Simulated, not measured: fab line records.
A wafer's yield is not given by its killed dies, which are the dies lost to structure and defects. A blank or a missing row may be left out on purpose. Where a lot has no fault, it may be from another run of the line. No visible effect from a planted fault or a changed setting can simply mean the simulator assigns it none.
fab line records -- flow sky130
record: lots: 12, wafers: 36, last_day: 50
route steps=708 shown METAL1@435 VIA1@471 VIA3@573
lots that met no fault: taken from a fault-free run of the same line
start_h: the number of hours between the record's first day and the start of the first shown wafer of the lot -- wait_h: time in hours since the lot's previous step -- " as in the row above -- L1.1+2: several wafers, shown together as one row -- - value missing, or start not given -- * or withheld: withheld -- < > ~ a bound
route shown NAME@n: a module of which the file shows steps, and the number in the route of the first -- usual: average and standard deviation across the fault-free wafers -- same: alike in all rows -- chamber/n: place in a boat -- sites: the reading at each site -- _std_site: the values' standard deviation -- _edge_site: inner sites' mean taken away from outer sites' mean -- radius_mm: how far each site lies from the wafer's centre -- mask NAME#n: copy n -- behind: the most recent tool/chamber to have shaped the wafer -- hold: what put the lot on hold/how long, in hours/how the hold closed -- device: names the non-switching transistor (n, p or np) -- end of line: the tests these same wafers got at the end of their route -- where a step has no rows: the recipe by itself -- killed: not the wafer's yield, but the dies lost to structure and defects at the first sort -- map: a wafer's dies, x killed, . not, _ none there
set.NAME: the setting as run; set.NAME@STEP: as run at that earlier step -- model.NAME: the simulator's own value behind a step, which no gauge read
steps of the route over a sample of lots; a table a step, a row a wafer
services: the hour from which a tool's chamber was out of use, counted from the record's first day as start_h (under 0 if before that day), plus the number of hours and why
== steps ==
step: SKY_METAL1_SPUTTER_01
recipe: material: TiN, target_thk_nm: 20, power_w: 6500, time_s: 16.7, chamber_pressure_pa: 0.4
usual: chamber_pressure_pa: 0.4000/0.00089, throttle_valve_pct: 30.1/1.3
same: time_s: 16.7
lot.wafer,tool,chamber,start_h,wait_h,chamber_pressure_pa,throttle_valve_pct
L686.2,pvd_sputter-01,-,742.86,0.0,0.4005,31.7
L686.4,pvd_sputter-01,-,742.86,0.0,0.3986,31.7
L686.6,pvd_sputter-01,-,742.86,0.0,0.3983,31.8
L687.1,pvd_sputter-01,-,750.96,0.0,0.4011,31.9
L687.3,pvd_sputter-01,-,750.96,0.0,0.3998,32.0
L687.5,pvd_sputter-01,-,750.96,0.0,0.3994,31.8
L688.1,pvd_sputter-01,-,767.61,0.0,0.4010,31.5
L688.5,pvd_sputter-01,-,767.61,0.0,0.4020,31.4
L688.6,pvd_sputter-01,-,767.61,0.0,0.3995,31.8
L689.1,pvd_sputter-04,-,770.05,0.0,0.3991,30.4
L689.2,pvd_sputter-04,-,770.05,0.0,0.4002,28.7
L689.6,pvd_sputter-04,-,770.05,0.0,0.4002,28.8
L690.2,pvd_sputter-04,-,772.48,0.0,0.4006,29.9
L690.3,pvd_sputter-04,-,772.48,0.0,0.4005,30.8
L690.5,pvd_sputter-04,-,772.48,0.0,0.4000,30.3
L691.3,pvd_sputter-03,-,787.02,0.0,0.3983,29.7
L691.4,pvd_sputter-03,-,787.02,0.0,0.3996,29.2
L691.5,pvd_sputter-03,-,787.02,0.0,0.3997,29.3
L692.1,pvd_sputter-01,-,789.00,0.0,0.3988,29.0
L692.4,pvd_sputter-01,-,789.00,0.0,0.3994,31.4
L692.5,pvd_sputter-01,-,789.00,0.0,0.3992,29.1
L693.2,pvd_sputter-04,-,797.64,0.0,0.4003,29.8
L693.3,pvd_sputter-04,-,797.64,0.0,0.3990,30.4
L693.6,pvd_sputter-04,-,797.64,0.0,0.4009,29.5
L699.3,pvd_sputter-04,-,843.35,0.0,0.4003,30.3
L699.4,pvd_sputter-04,-,843.35,0.0,0.3992,29.0
L699.6,pvd_sputter-04,-,843.35,0.0,0.3997,30.4
L703.1,pvd_sputter-03,-,872.40,0.0,0.4020,29.2
L703.5,pvd_sputter-03,-,872.40,0.0,0.3995,29.8
L703.6,pvd_sputter-03,-,872.40,0.0,0.4013,29.5
L704.2,pvd_sputter-01,-,876.01,0.0,0.3984,31.4
L704.3,pvd_sputter-01,-,876.01,0.0,0.4002,29.3
L704.5,pvd_sputter-01,-,876.01,0.0,0.3999,31.5
L708.1,pvd_sputter-01,-,903.71,0.0,0.3994,31.4
L708.2,pvd_sputter-01,-,903.71,0.0,0.4007,29.2
L708.3,pvd_sputter-01,-,903.71,0.0,0.3995,31.7
step: SKY_VIA1_OVL_MEAS_13
usual: VIA1_OVL: -1/5.9
lot.wafer,tool,chamber,start_h,wait_h,VIA1_OVL[nm]
L686.2,overlay-02,-,798.37,0.1,-6
L686.4,overlay-02,-,798.37,0.1,-16
L686.6,overlay-02,-,798.37,0.1,-9
L687.1,overlay-01,-,806.46,0.1,-10
L687.3,overlay-01,-,806.46,0.1,-1
L687.5,overlay-01,-,806.46,0.1,-7
L688.1,overlay-01,-,823.31,0.1,8
L688.5,overlay-01,-,823.31,0.1,3
L688.6,overlay-01,-,823.31,0.1,-3
L689.1,overlay-01,-,825.01,0.1,-2
L689.2,overlay-01,-,825.01,0.1,-8
L689.6,overlay-01,-,825.01,0.1,-15
L690.2,overlay-01,-,827.92,0.1,-1
L690.3,overlay-01,-,827.92,0.1,-5
L690.5,overlay-01,-,827.92,0.1,0
L691.3,overlay-01,-,842.42,0.1,3
L691.4,overlay-01,-,842.42,0.1,4
L691.5,overlay-01,-,842.42,0.1,9
L692.1,overlay-02,-,844.51,0.1,-1
L692.4,overlay-02,-,844.51,0.1,-6
L692.5,overlay-02,-,844.51,0.1,6
L693.2,overlay-02,-,851.52,0.1,8
L693.3,overlay-02,-,851.52,0.1,-1
L693.6,overlay-02,-,851.52,0.1,2
L699.3,overlay-01,-,896.12,0.1,-13
L699.4,overlay-01,-,896.12,0.1,-10
L699.6,overlay-01,-,896.12,0.1,-4
L703.1,overlay-01,-,925.06,0.1,-1
L703.5,overlay-01,-,925.06,0.1,-3
L703.6,overlay-01,-,925.06,0.1,-1
L704.2,overlay-01,-,927.82,0.1,-4
L704.3,overlay-01,-,927.82,0.1,0
L704.5,overlay-01,-,927.82,0.1,1
L708.1,overlay-01,-,955.33,0.1,0
L708.2,overlay-01,-,955.33,0.1,8
L708.3,overlay-01,-,955.33,0.1,6
step: SKY_VIA1_SPUTTER_20
recipe: material: TiN, target_thk_nm: 20, chamber_pressure_pa: 5, power_w: 4000, time_s: 80
usual: chamber_pressure_pa: 5.000/0.01, throttle_valve_pct: 30.0/1.2
same: time_s: 80
lot.wafer,tool,chamber,start_h,wait_h,chamber_pressure_pa,throttle_valve_pct
L686.2,pvd_sputter-01,-,799.08,0.0,4.999,29.3
L686.4,pvd_sputter-01,-,799.08,0.0,4.995,31.8
L686.6,pvd_sputter-01,-,799.08,0.0,4.990,29.5
L687.1,pvd_sputter-03,-,807.26,0.0,5.002,30.0
L687.3,pvd_sputter-03,-,807.26,0.0,5.007,27.8
L687.5,pvd_sputter-03,-,807.26,0.0,4.990,27.7
L688.1,pvd_sputter-02,-,824.15,0.0,5.006,29.6
L688.5,pvd_sputter-02,-,824.15,0.0,5.007,29.8
L688.6,pvd_sputter-02,-,824.15,0.0,4.988,30.1
L689.1,pvd_sputter-03,-,825.87,0.0,5.006,28.2
L689.2,pvd_sputter-03,-,825.87,0.0,5.021,28.4
L689.6,pvd_sputter-03,-,825.87,0.0,5.010,29.3
L690.2,pvd_sputter-02,-,828.73,0.0,4.996,29.8
L690.3,pvd_sputter-02,-,828.73,0.0,5.014,30.9
L690.5,pvd_sputter-02,-,828.73,0.0,5.018,29.8
L691.3,pvd_sputter-01,-,843.13,0.0,5.007,29.1
L691.4,pvd_sputter-01,-,843.13,0.0,4.996,31.4
L691.5,pvd_sputter-01,-,843.13,0.0,5.009,29.2
L692.1,pvd_sputter-01,-,845.23,0.0,4.990,31.8
L692.4,pvd_sputter-01,-,845.23,0.0,5.006,32.1
L692.5,pvd_sputter-01,-,845.23,0.0,5.006,29.2
L693.2,pvd_sputter-02,-,852.23,0.0,5.010,30.9
L693.3,pvd_sputter-02,-,852.23,0.0,5.003,29.7
L693.6,pvd_sputter-02,-,852.23,0.0,4.997,30.7
L699.3,pvd_sputter-01,-,896.85,0.0,4.974,31.9
L699.4,pvd_sputter-01,-,896.85,0.0,5.015,32.0
L699.6,pvd_sputter-01,-,896.85,0.0,5.002,31.6
L703.1,pvd_sputter-03,-,925.78,0.0,4.992,30.0
L703.5,pvd_sputter-03,-,925.78,0.0,4.990,27.8
L703.6,pvd_sputter-03,-,925.78,0.0,5.000,29.4
L704.2,pvd_sputter-02,-,928.67,0.0,5.014,29.0
L704.3,pvd_sputter-02,-,928.67,0.0,5.005,29.6
L704.5,pvd_sputter-02,-,928.67,0.0,5.001,31.0
L708.1,pvd_sputter-03,-,956.05,0.0,4.989,29.3
L708.2,pvd_sputter-03,-,956.05,0.0,4.994,29.7
L708.3,pvd_sputter-03,-,956.05,0.0,5.009,27.6
step: SKY_VIA3_HDPCVD_00
recipe: material: SiO2, target_thk_nm: 1635, sigma_open_frac: 0.3, time_s: 272.5, temp_c: 400, sih4_flow_sccm: 60, pressure_mtorr: 6
lot.wafer,tool,chamber,start_h,wait_h
L686.2+4+6,hdpcvd-01,"2,0,1",910.88,0.0
L687.1+3+5,hdpcvd-02,"1,0,2",916.27,0.0
L688.1+5+6,hdpcvd-01,"0,2,1",932.35,0.0
L689.1+2+6,hdpcvd-02,"0,1,0",935.91,0.0
L690.2+3+5,hdpcvd-01,"2,0,0",936.91,0.0
L691.3+4+5,hdpcvd-01,"1,0,2",948.28,0.0
L692.1+4+5,hdpcvd-01,"1,2,1",952.60,0.0
L693.2+3+6,hdpcvd-01,"0,2,0",958.57,0.0
L699.3+4+6,hdpcvd-01,"1,0,1",999.42,0.0
L703.1+5+6,hdpcvd-02,"1,1,2",1027.04,0.0
L704.2+3+5,hdpcvd-02,"1,2,1",1030.59,0.0
L708.1+2+3,hdpcvd-02,"1,2,0",1054.06,0.0
step: SKY_VIA3_THK_MEAS_01
recipe: reads: SiO2_of_VIA3_HDPCVD_00
usual: VIA3_HDPCVD_THK: 1624/19
lot.wafer,tool,chamber,start_h,wait_h,VIA3_HDPCVD_THK[nm]
L686.2,film_metro-02,-,911.06,0.1,1616
L686.4,film_metro-02,-,911.06,0.1,1627
L686.6,film_metro-02,-,911.06,0.1,1607
L687.1,film_metro-04,-,916.44,0.1,1632
L687.3,film_metro-04,-,916.44,0.1,1638
L687.5,film_metro-04,-,916.44,0.1,1617
L688.1,film_metro-04,-,932.52,0.1,1630
L688.5,film_metro-04,-,932.52,0.1,1622
L688.6,film_metro-04,-,932.52,0.1,1624
L689.1,film_metro-03,-,936.07,0.1,1600
L689.2,film_metro-03,-,936.07,0.1,1590
L689.6,film_metro-03,-,936.07,0.1,1610
L690.2,film_metro-02,-,937.09,0.1,1653
L690.3,film_metro-02,-,937.09,0.1,1623
L690.5,film_metro-02,-,937.09,0.1,1647
L691.3,film_metro-03,-,948.46,0.1,1647
L691.4,film_metro-03,-,948.46,0.1,1645
L691.5,film_metro-03,-,948.46,0.1,1643
L692.1,film_metro-04,-,952.77,0.1,1603
L692.4,film_metro-04,-,952.77,0.1,1638
L692.5,film_metro-04,-,952.77,0.1,1611
L693.2,film_metro-03,-,958.75,0.1,1640
L693.3,film_metro-03,-,958.75,0.1,1643
L693.6,film_metro-03,-,958.75,0.1,1620
L699.3,film_metro-03,-,999.61,0.1,1632
L699.4,film_metro-03,-,999.61,0.1,1637
L699.6,film_metro-03,-,999.61,0.1,3011
L703.1,film_metro-03,-,1027.21,0.1,1619
L703.5,film_metro-03,-,1027.21,0.1,1627
L703.6,film_metro-03,-,1027.21,0.1,1597
L704.2,film_metro-04,-,1030.77,0.1,1638
L704.3,film_metro-04,-,1030.77,0.1,1589
L704.5,film_metro-04,-,1030.77,0.1,1647
L708.1,film_metro-02,-,1054.23,0.1,1620
L708.2,film_metro-02,-,1054.23,0.1,1599
L708.3,film_metro-02,-,1054.23,0.1,1603
== services ==
tool,chamber,start_h,hours,kind
pvd_sputter-03,-,740.80,35.9,repair
hdpcvd-01,1,751.94,7.6,repair
hdpcvd-02,-,787.25,1.0,repair
hdpcvd-01,1,792.76,5.7,repair
hdpcvd-02,2,809.83,1.9,repair
pvd_sputter-02,-,819.48,4.2,repair
hdpcvd-02,-,830.60,0.8,repair
hdpcvd-02,-,842.46,1.6,repair
hdpcvd-02,0,842.65,4.0,repair
hdpcvd-01,2,846.51,11.7,repair
hdpcvd-02,2,870.37,4.2,repair
pvd_sputter-04,-,880.82,6.8,repair
hdpcvd-01,-,896.58,6.0,pm
pvd_sputter-04,-,901.89,15.8,repair
hdpcvd-01,2,906.43,4.3,repair
pvd_sputter-01,-,906.76,4.3,repair
hdpcvd-02,-,950.25,15.0,pm
hdpcvd-02,-,953.42,0.8,repair
pvd_sputter-03,-,962.46,3.5,repair
pvd_sputter-02,-,971.06,2.7,repair
hdpcvd-02,-,981.87,1.5,repair
pvd_sputter-01,-,990.27,3.0,repair
pvd_sputter-02,-,994.42,3.8,repair
pvd_sputter-03,-,1026.80,2.7,repair
== key ==
first_sign: step: SKY_VIA3_THK_MEAS_01, reading: VIA3_HDPCVD_THK, direction: up, sigmas: 74, usual: 1624, struck: 3011
effect none on later readings
met_at SKY_VIA3_HDPCVD_00
struck_lots L699
struck_wafers L699.6
not_acting_at SKY_METAL1_SPUTTER_01,SKY_VIA1_OVL_MEAS_13,SKY_VIA1_SPUTTER_20
onset_between 958.57 999.42
fault: kind: process_parameter_drift, tool: hdpcvd-01, chamber: -, onset_h: 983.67, steps: SKY_VIA3_HDPCVD_00, channel: target_thk_nm, offset: 1375.3, shape: step, end_h: 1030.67, scope: struck_wafers_only, acts_in: these_recipes_only, stated: 1635
